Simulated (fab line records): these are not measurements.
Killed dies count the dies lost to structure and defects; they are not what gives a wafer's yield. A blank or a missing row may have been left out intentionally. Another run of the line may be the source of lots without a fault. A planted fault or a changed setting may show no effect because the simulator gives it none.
A lot that was struck, set against a sound lot	flow sky130	15 steps out of a route of 708
Sound: these wafers, L172.2, L172.4, L172.5. Struck: wafer L174.2. (L174.3, L174.6 of the same lot were not struck and are left out.) The cause comes at the end.
Order at every step that has rows: each side's tool, ch and its chambers, its first start. Under that, the readings that differ: sound wafers	struck wafers	difference of the means	sigmas: that difference in standard deviations of wafers without a fault.
alike: same words and numbers on both sides, and readings whose means sit less than 2 such deviations apart. not compared: any withheld reading, any reading some wafer has no value for, any bound like >300 that may hide the same value, and any number with overlapping values for which the record gives no deviation.
The two part at a step that has a row with sigmas, a row that says differs or no value, or rows on one side only. When numbers do not overlap yet have no deviation, they are printed without sigmas and do not part them. Lack of a reading on every wafer of one side parts them only where that side has two or more wafers.

first, 5 steps without rows for these wafers: SKY_VT_ADJUST_PCH_COAT_02 (resist thk 3000 nm); SKY_VT_ADJUST_PCH_SOFTBAKE_03; SKY_VT_ADJUST_PCH_EXPOSE_04 (exposes mask NWM, target cd 840 nm); SKY_VT_ADJUST_PCH_PEB_05; SKY_VT_ADJUST_PCH_DEVELOP_06 (develop time 60 s).
SKY_VT_ADJUST_PCH_OVL_MEAS_07:
  sound: overlay-01 at day 11 14:49; struck: overlay-02 at day 12 12:49
  alike: VT_ADJUST_PCH_OVL
next, for these wafers, 1 step has no rows: SKY_VT_ADJUST_PCH_IMPLANT_08.
SKY_VT_ADJUST_PCH_STRIP_09: strips in O2/N2.
  sound on plasma asher-04 ch 0,1, day 11 14:59; struck on plasma asher-03 ch 0, day 12 12:59
  alike: drypump motor current A, oes product au, strip time to endpoint s
  not compared: rf hours counter h
SKY_VT_ADJUST_PCH_TW_MEAS_10:
  sound: film metro-02 at day 11 15:06; struck: film metro-01 at day 12 13:06
  alike: VT_ADJUST_PCH_TW
then, 3 steps without rows for these wafers: SKY_SONOS_TUNNEL_DEHYDRATE_00 (time 60 s); SKY_SONOS_TUNNEL_HMDS_01 (prime time 60 s); SKY_SONOS_TUNNEL_COAT_02 (resist thk 1140 nm).
SKY_SONOS_TUNNEL_SOFTBAKE_03: time 60 s.
  sound on litho track-01 ch 0, day 12 03:50; struck on litho track-01 ch 0, day 13 01:41
reading	sound	struck	difference	sigmas
run length s (s)	89.03 89.01 88.99	94.61	+5.60	+51
then, 1 step without rows for these wafers: SKY_SONOS_TUNNEL_EXPOSE_04 (exposes mask TUNM, target cd 410 nm).
-- a jump in the record: the struck wafers' starts before and after are 35 days apart (it breaks off in module SONOS_TUNNEL and resumes in module PAD_OPEN, where the first step shown is number 708 of the route) --
SKY_PAD_OPEN_PROBE_99:
  sound: prober-01 at day 46 17:55; struck: prober-02 at day 47 13:41
reading	sound	struck	difference	sigmas
killed at contacts	31 25 19	10	-15	-3
  alike: killed_at_M0_to_M3, killed_at_M4_up, killed at front end, killed at other, killed dies, killed open, killed short

WHERE THEY PART
Earliest at SKY_SONOS_TUNNEL_SOFTBAKE_03; latest, in this record, at SKY_PAD_OPEN_PROBE_99.

WHY: what had been put in by the simulator
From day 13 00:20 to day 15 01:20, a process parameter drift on litho track-01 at SKY_SONOS_TUNNEL_SOFTBAKE_03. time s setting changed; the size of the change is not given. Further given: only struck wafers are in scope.
